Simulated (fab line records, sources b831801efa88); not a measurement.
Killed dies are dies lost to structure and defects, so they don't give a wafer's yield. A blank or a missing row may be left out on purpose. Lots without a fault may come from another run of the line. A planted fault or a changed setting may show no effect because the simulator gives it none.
Problem report in the 8D (eight disciplines) form, filled by code | flow sky130 | the parts of the form that need people (team, actions taken, sign-off) are left out

1. THE PROBLEM
killed_at_contacts at SKY_PAD_OPEN_PROBE_99 reads a mean of 65 on 6 wafers of 2 lots; wafers without a fault read 23 with a standard deviation of 5.3. That is +8.0 standard deviations from the usual mean.
First seen on wafer L630.2, day 49 15:34, on prober-01. The record holds 12 wafers of 4 lots with a number at this step. Rule for "out", or "out of limits": more than 4 standard deviations from the usual mean. The other wafers with a number count as sound.

2. WHAT IT IS AND WHAT IT IS NOT
question                    | is                     | is not
which readings at this step | killed_at_contacts     | killed_at_M0_to_M3, killed_at_M4_up, killed_at_front_end, killed_at_other, killed_open
which lots                  | L630, L633             | L620, L628
which wafers of those lots  | all that have a number | -
read on which tools         | prober-01, prober-02   | -
when                        | from day 49 15:34      | up to then (6 sound wafers)

3. SUSPECTS, AND WHAT RULES EACH OUT
Counting: a tool at a process step up to the reading stays a suspect if it ran every lot that is out and no sound lot after the first of them.
- wet_bench-03 at SKY_LOCAL_INTERCONNECT_CLEAN_17 (cleans in IPA, time 180 s): kept. It ran every lot that is out, first L630 (day 35 10:59), and no sound lot after that; its last sound lot up to then is L628 (day 34 15:34).
- pvd_sputter-03 at SKY_METAL5_SPUTTER_01 (material TiN, target thk 20 nm, time 16.7 s): kept. It ran every lot that is out, first L630 (day 47 00:41), and no sound lot after that.
- plasma_asher-04 at SKY_PAD_OPEN_STRIP_08 (strips in O2/N2): kept. It ran every lot that is out, first L630 (day 49 13:19), and no sound lot after that.
Left after counting: wet_bench-03 at SKY_LOCAL_INTERCONNECT_CLEAN_17, pvd_sputter-03 at SKY_METAL5_SPUTTER_01, plasma_asher-04 at SKY_PAD_OPEN_STRIP_08.

4. THE CAUSE (what the simulator had put in)
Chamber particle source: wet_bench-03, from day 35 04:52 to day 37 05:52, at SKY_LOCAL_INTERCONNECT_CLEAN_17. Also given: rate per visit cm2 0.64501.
Counting left 3 suspects, and this tool is among them.

5. THE CHAIN OF EFFECTS, in route order
Each row: a reading whose mean over the struck wafers that have a number lies more than 3 standard deviations from the usual. Only readings for which the record gives a usual standard deviation are gone through. hours: the time from each lot's start at the first step in this table that gives one to its start at this step, as a median over the lots. sigmas: the change in usual standard deviations.
hours | step                  | reading            | usual | on struck wafers | change | sigmas
0     | SKY_PAD_OPEN_PROBE_99 | killed_at_contacts | 23    | 65               | +42    | +8.0
0     | SKY_PAD_OPEN_PROBE_99 | killed_dies        | 84    | 123              | +39    | +4.2
The process steps in it:
- SKY_PAD_OPEN_PROBE_99

6. WHAT WOULD HAVE CAUGHT IT SOONER
In this record the first reading out of limits was taken at day 49 15:34, 347 hours after the fault began at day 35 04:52.
All the lots that are out (2) had begun SKY_LOCAL_INTERCONNECT_CLEAN_17 on wet_bench-03 by day 49 15:34. A hold on the tool at that time would have spared none of them.
